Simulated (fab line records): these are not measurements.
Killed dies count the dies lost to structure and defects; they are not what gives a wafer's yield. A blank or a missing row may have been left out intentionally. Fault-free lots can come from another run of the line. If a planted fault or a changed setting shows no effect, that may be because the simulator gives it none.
A lot that was struck, set against a sound lot ; flow sky130 ; 15 out of 708 route steps
Sound: these wafers, L863.1, L863.2, L863.3. Struck: wafers L875.2, L875.3, L875.6. At the end, the cause is stated.
Order at every step that has rows: each side's tool, ch and its chambers, its first start. Under that, the readings that differ: sound wafers ; struck wafers ; difference of the means ; sigmas: that difference in standard deviations of wafers without a fault.
alike: same words and numbers on both sides, and readings whose means sit less than 2 such deviations apart. not compared: any withheld reading, any reading some wafer has no value for, any bound like >300 that may hide the same value, and any number with overlapping values for which the record gives no deviation.
Wherever a step has rows on one side only, a row that says differs or no value, or a row with sigmas, the two part there. Numbers that have no deviation but don't overlap get no sigmas and don't part them. Lack of a reading on every wafer of one side parts them only where that side has two or more wafers.

first, 2 steps without rows for these wafers: SKY_FIELD_ISO_WET_ETCH_21 (etches SiO2 in dHF, target depth 20 nm, time 400 s); SKY_FIELD_ISO_OXIDATION_22 (stabilise 600 s, purge 300 s, target thk 10 nm).
SKY_FIELD_ISO_THK_MEAS_23:
  struck on film_metro-01, day 5 18:15; sound on film_metro-01, day 3 02:48
  alike: FIELD_ISO_OXIDATION_01_THK
then, 1 step without rows for these wafers: SKY_FIELD_ISO_CVD_24 (deposits SiO2, target thk 595 nm, time 99.2 s).
SKY_FIELD_ISO_THK_MEAS_25:
  struck on film_metro-02, day 5 18:23; sound on film_metro-04, day 3 02:56
  alike: FIELD_ISO_CVD_24_THK
then, 1 step without rows for these wafers: SKY_FIELD_ISO_ANNEAL_26 (time 1800 s).
SKY_FIELD_ISO_CMP_27: polishes, stops on Si3N4, t overpolish 16 s, target thk 457.8 nm.
  sound on cmp-02 ch 1,2,3, day 3 07:02; struck on cmp-01 ch 1,3, day 5 19:56
  alike: motor_current_A, overpolish_run_s, slurry_filter_dp_kPa, time_to_endpoint_s
then, 5 steps without rows for these wafers: SKY_FIELD_ISO_WET_ETCH_28 (etches SiO2 in dHF, target depth 23.7 nm, time 47 s); SKY_FIELD_ISO_WET_ETCH_29 (etches Si3N4 in H3PO4, target depth 160 nm, time 1825 s); SKY_FIELD_ISO_WET_ETCH_30 (etches SiO2 in dHF, target depth 25 nm, time 50 s); SKY_NWELL_CLEAN_00 (cleans in SC1/SC2, time 150 s); SKY_NWELL_OXIDATION_01 (stabilise 600 s, purge 300 s, target thk 10 nm).
SKY_NWELL_THK_MEAS_02:
  struck on film_metro-01, day 5 22:52; sound on film_metro-02, day 3 10:34
reading;sound;struck;difference;sigmas
NWELL_OXIDATION_THK (nm);10.00 9.82 9.82;11.57 11.45 11.48;+1.62;+8
then, 1 step without rows for these wafers: SKY_DNWELL_DEHYDRATE_00 (time 60 s).
SKY_PAD_OPEN_PROBE_99:
  sound wafers here have rows in the record (prober-01, day 47 07:10); struck ones have none

## WHERE THEY PART
Last at SKY_PAD_OPEN_PROBE_99 as far as this record goes, first at SKY_NWELL_THK_MEAS_02.

WHY: what had been put in by the simulator
Metrology matching offset: film_metro-01, from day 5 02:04 on, at SKY_NWELL_THK_MEAS_02. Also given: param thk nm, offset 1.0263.
